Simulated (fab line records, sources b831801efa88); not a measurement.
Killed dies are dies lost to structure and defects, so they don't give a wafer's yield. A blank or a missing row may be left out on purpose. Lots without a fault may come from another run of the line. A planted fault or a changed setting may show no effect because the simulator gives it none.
Which tool did it? | flow sfq_line | 7 lots, 21 wafers sampled, at 4 steps of a route of 325

WHAT THE GAUGES READ, wafer by wafer
SFQ_JJ_RS_MEAS_929: measures by four-point-probe.
lot  | measured     | on            | JJ_NB_RS (ohm/sq)
L759 | day 50 16:19 | film_metro-02 | 1.054 1.052 1.051
L761 | day 51 10:58 | film_metro-01 | 1.057 1.038 1.055
L763 | day 51 14:59 | film_metro-04 | 1.064 1.070 1.071
L766 | day 51 21:35 | film_metro-02 | 1.039 1.062 0.718 1.037 1.063 0.718
L768 | day 51 23:58 | film_metro-02 | 1.062 0.707 1.037 1.061 0.708 1.038
L774 | day 58 22:26 | film_metro-01 | 1.028 1.039 1.047
L781 | day 60 08:44 | film_metro-01 | 1.045 1.047 1.048

WHICH TOOL RAN EACH LOT (tool, then ch and the chambers of the sampled wafers, then the start)
lot  | SFQ_TRILAYER_M3_STRIP_STRIP_079   | SFQ_TRILAYER_I3_VIA_ETCH_VIA_ETCH_088 | SFQ_TRILAYER_JJ_TRILAYER_DEP_SPUTTER_112
L759 | rie_metal-02 ch 0,1, day 30 23:01 | rie_diel-04 ch 0,1,3, day 38 17:25    | pvd_sputter-06, day 50 16:12
L761 | rie_metal-02 ch 0,1, day 32 16:02 | rie_diel-03 ch 0,1,3, day 40 02:09    | pvd_sputter-04, day 51 10:53
L763 | rie_metal-02 ch 1, day 33 18:27   | rie_diel-02 ch 0,1,2, day 41 06:57    | pvd_sputter-04, day 51 14:53
L766 | rie_metal-02 ch 0, day 39 05:52   | rie_diel-02 ch 0,3, day 45 12:10      | pvd_sputter-04, day 51 21:29
L768 | rie_metal-02 ch 0,1, day 45 13:23 | rie_diel-04 ch 1,2,3, day 46 14:21    | pvd_sputter-04, day 51 23:53
L774 | rie_metal-01 ch 0,1, day 47 05:53 | rie_diel-04 ch 2,3, day 53 02:17      | pvd_sputter-04, day 58 22:17
L781 | rie_metal-01 ch 0, day 48 09:24   | rie_diel-03 ch 1,2, day 54 09:25      | pvd_sputter-04, day 60 08:38
- SFQ_TRILAYER_M3_STRIP_STRIP_079: strips in O2.
- SFQ_TRILAYER_I3_VIA_ETCH_VIA_ETCH_088: etches SiO2 in CHF3, stops on Nb, target depth 260 nm.
- SFQ_TRILAYER_JJ_TRILAYER_DEP_SPUTTER_112: material Nb, target thk 170 nm, time 113.3 s.

THE ANSWER, worked out from the rows above alone
Rule: what is usual is taken from the lots themselves. Put in order of their means at a reading, lots are off if they are a third of the lots or fewer, leave a main group of 4 or more, and stand apart from it by a gap of 3 or more times the standard deviation of the main group's means; of several such gaps the widest counts. A main group whose means are all the same, to the digits that the tables above print for the reading, isn't used. A lot without any number at a reading at which 4 lots or more have one is off too. The other lots that the step has rows for count as sound.
Off: L766, L768, at SFQ_JJ_RS_MEAS_929 (JJ_NB_RS). The main group: mean 1.051 ohm/sq, standard deviation 0.0099.
A tool fits if, at a process step before that reading, it ran every lot that is off, and no sound lot after the first of them. The gauges at SFQ_JJ_RS_MEAS_929 are tried like those tools. Can't be told from this: 2 tools fit, rie_metal-02 at SFQ_TRILAYER_M3_STRIP_STRIP_079, film_metro-02 at SFQ_JJ_RS_MEAS_929.

WHAT THE SIMULATOR HAD PUT IN
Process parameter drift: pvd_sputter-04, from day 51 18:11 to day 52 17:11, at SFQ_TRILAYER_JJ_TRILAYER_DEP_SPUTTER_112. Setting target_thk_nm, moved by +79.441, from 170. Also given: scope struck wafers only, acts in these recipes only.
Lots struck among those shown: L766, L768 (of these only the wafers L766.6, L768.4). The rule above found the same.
